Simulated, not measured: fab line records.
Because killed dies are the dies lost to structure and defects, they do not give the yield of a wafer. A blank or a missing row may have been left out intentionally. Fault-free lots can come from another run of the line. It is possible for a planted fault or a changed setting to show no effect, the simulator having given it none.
Which tool was responsible? -- flow sky130 -- 33 wafers from 11 lots sampled at 7 of the route's 708 steps

## WHAT EACH GAUGE READ, for each wafer
SKY_VIA2_CD_MEAS_12: the cd target is 200 nm.
lot,measured,on,cd nm (nm)
L874,day 36 04:09,cd sem-01,199.9 198.9 198.3
L880,day 38 08:44,cd sem-01,200.8 199.1 201.2
L882,day 38 18:19,cd sem-02,201.7 201.6 202.2
L883,day 38 22:18,cd sem-02,200.3 200.8 199.3
L885,day 39 15:10,cd sem-02,201.6 200.8 202.0
L887,day 40 01:33,cd sem-02,200.5 198.1 199.7
L888,day 40 11:58,cd sem-01,198.0 198.9 199.0
L891,day 42 04:20,cd sem-02,201.4 200.6 201.2
L894,day 42 07:43,cd sem-02,201.3 200.6 200.7
L893,day 42 13:14,cd sem-01,199.6 199.0 199.2
L895,day 42 14:58,cd sem-01,198.5 197.4 198.6

SKY_VIA3_BOW_MEAS_03.
lot,measured,on,VIA3_BOW (um)
L874,day 38 12:28,film metro-04,78 82 72
L880,day 40 14:13,film metro-03,99 86 91
L882,day 41 00:02,film metro-02,79 80 88
L883,day 41 04:28,film metro-03,81 73 74
L885,day 41 21:19,film metro-04,69 75 75
L887,day 42 06:51,film metro-03,80 64 84
L888,day 42 17:53,film metro-03,93 88 72
L891,day 44 06:26,film metro-03,84 108 89 - - -
L894,day 44 08:34,film metro-02,109 102 84 - - -
L893,day 44 15:10,film metro-03,76 94 86 - - -
L895,day 44 16:32,film metro-03,77 83 82

SKY_VIA3_CD_MEAS_12: the cd target is 200 nm.
lot,measured,on,cd nm (nm)
L874,day 39 13:09,cd sem-01,202.4 201.5 201.9
L880,day 41 15:20,cd sem-01,197.3 197.9 196.5
L882,day 41 22:46,cd sem-02,198.3 198.6 198.0
L883,day 42 05:01,cd sem-01,196.9 198.2 198.1
L885,day 42 21:02,cd sem-01,201.9 201.6 201.2
L887,day 43 05:50,cd sem-01,200.2 200.4 200.3
L888,day 43 17:41,cd sem-02,199.8 199.1 200.2
L891,day 45 03:31,cd sem-02,198.9 198.7 201.0
L894,day 45 06:21,cd sem-01,200.2 200.6 199.1
L893,day 45 11:46,cd sem-02,200.3 199.7 200.5
L895,day 45 13:47,cd sem-01,199.8 201.9 199.8

SKY_PAD_OPEN_BOW_MEAS_13.
lot,measured,on,PAD_OPEN_BOW (um)
L874,day 45 18:02,film metro-01,50 52 44
L880,day 47 12:43,film metro-02,64 50 57
L882,day 47 17:32,film metro-03,41 43 53
L883,day 47 22:02,film metro-03,40 33 36
L885,day 48 12:08,film metro-03,34 41 41
L887,day 48 18:01,film metro-03,43 26 47
L888,day 49 02:51,film metro-03,58 52 35
L891,day 50 07:44,film metro-01,51 78 58 - - -
L894,day 50 08:47,film metro-01,80 73 55 - - -
L893,day 50 11:34,film metro-01,41 60 50
L895,day 50 14:17,film metro-03,45 48 49

## WHICH TOOL RAN EACH LOT (tool, then ch and the chambers of the sampled wafers, then the start)
lot,SKY_METAL3_SPUTTER_04,SKY_VIA3_CMP_02,SKY_VIA3_ETCH_15
L874,"pvd sputter-01, day 36 05:55","cmp-02 ch 0,1, day 38 12:13","rie diel-01 ch 1,2, day 39 13:20"
L880,"pvd sputter-03, day 38 10:23","cmp-01 ch 1,2, day 40 13:58","rie diel-02 ch 0,1, day 41 15:32"
L882,"pvd sputter-04, day 38 20:01","cmp-01 ch 1,2,3, day 40 23:46","rie diel-03 ch 0,2,3, day 41 22:57"
L883,"pvd sputter-03, day 38 23:56","cmp-02 ch 0,1, day 41 04:10","rie diel-03 ch 1,2, day 42 05:13"
L885,"pvd sputter-03, day 39 16:46","cmp-01 ch 0,1,2, day 41 20:59","rie diel-01 ch 2,3, day 42 21:15"
L887,"pvd sputter-03, day 40 03:11","cmp-02 ch 0,1,3, day 42 06:32","rie diel-01 ch 1,3, day 43 06:02"
L888,"pvd sputter-04, day 40 14:04","cmp-02 ch 0,3, day 42 17:31","rie diel-02 ch 2,3, day 43 17:50"
L891,"pvd sputter-03, day 42 05:56","cmp-02 ch 0,1,3, day 44 06:11","rie diel-01 ch 0,3, day 45 03:41"
L894,"pvd sputter-03, day 42 09:21","cmp-02 ch 0,3, day 44 08:19","rie diel-02 ch 0,3, day 45 06:32"
L893,"pvd sputter-04, day 42 14:50","cmp-02 ch 0,2,3, day 44 14:55","rie diel-02 ch 0,1,3, day 45 11:56"
L895,"pvd sputter-04, day 42 16:43","cmp-01 ch 0,1,2, day 44 16:14","rie diel-03 ch 0,2,3, day 45 13:59"
- SKY_METAL3_SPUTTER_04: material TiN, target thk 70 nm, time 58.3 s.
- SKY_VIA3_CMP_02: polishes SiO2.
- SKY_VIA3_ETCH_15: etches SiO2 in C4F8/O2/Ar, stops on TiN, target depth 507 nm, time 78 s.

## AS READ BY THE TOOLS THEMSELVES (means over the sampled wafers that have a number; for cases with no such wafer, the mark the record gives instead)
SKY_METAL3_SPUTTER_04.
lot,tool,throttle valve pct (%)
L874,pvd sputter-01,30.6
L880,pvd sputter-03,30.8
L882,pvd sputter-04,31.4
L883,pvd sputter-03,30.6
L885,pvd sputter-03,30.6
L887,pvd sputter-03,30.5
L888,pvd sputter-04,30.9
L891,pvd sputter-03,30.4
L894,pvd sputter-03,30.5
L893,pvd sputter-04,31.5
L895,pvd sputter-04,30.3

SKY_VIA3_CMP_02.
lot,tool,motor current A (A),platen rpm (rpm)
L874,cmp-02,11.3,60.02
L880,cmp-01,12.6,60.01
L882,cmp-01,11.5,60.05
L883,cmp-02,11.2,60.01
L885,cmp-01,12.1,60.04
L887,cmp-02,11.7,59.99
L888,cmp-02,11.9,59.96
L891,cmp-02,11.8,60.01
L894,cmp-02,11.4,60.01
L893,cmp-02,11.5,60.01
L895,cmp-01,12.1,60.02

SKY_VIA3_ETCH_15.
lot,tool,oes product au (a.u.)
L874,rie diel-01,0.948
L880,rie diel-02,0.949
L882,rie diel-03,0.948
L883,rie diel-03,0.945
L885,rie diel-01,0.945
L887,rie diel-01,0.946
L888,rie diel-02,0.943
L891,rie diel-01,0.962
L894,rie diel-02,0.973
L893,rie diel-02,0.961
L895,rie diel-03,0.945

## THE ANSWER, worked out from the rows above alone
Rule: what is usual is taken from the lots themselves. The widest of any qualifying gaps counts: lots, ordered by their means at a reading, are off when they make up no more than a third of the lots, leave a main group of 4 or more, and stand apart from it by 3 or more times the standard deviation of that group's means. The tables above print the reading to a certain number of digits; a main group whose means all agree to those digits is not used. Also off: a lot with no number at a reading for which 4 or more lots have one. Any other lot the step has rows for is counted as sound. After the gauges, taken in route order, come the tools' own readings; for these a lot's mean is taken, as printed above. At the first step where some lot is off, the reading lying furthest off is the one used; lots without a number count as furthest.
Off at SKY_VIA3_ETCH_15 (oes product au): L891, L894, L893. Mean 0.946 a.u. and standard deviation 0.0019 in the main group.
If a tool, at that step or one of the process steps before it, ran each lot that is off and ran no sound lot following the first of them, it fits. One candidate fits, namely cmp-02 at SKY_VIA3_CMP_02. A fault onset in the window from L888 (day 42 17:31, its last sound lot) to L891 (day 44 06:11, its first lot off) fits.

## WHAT THE SIMULATOR HAD INSERTED
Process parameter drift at SKY_VIA3_CMP_02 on cmp-02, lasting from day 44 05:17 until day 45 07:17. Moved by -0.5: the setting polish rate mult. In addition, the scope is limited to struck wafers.
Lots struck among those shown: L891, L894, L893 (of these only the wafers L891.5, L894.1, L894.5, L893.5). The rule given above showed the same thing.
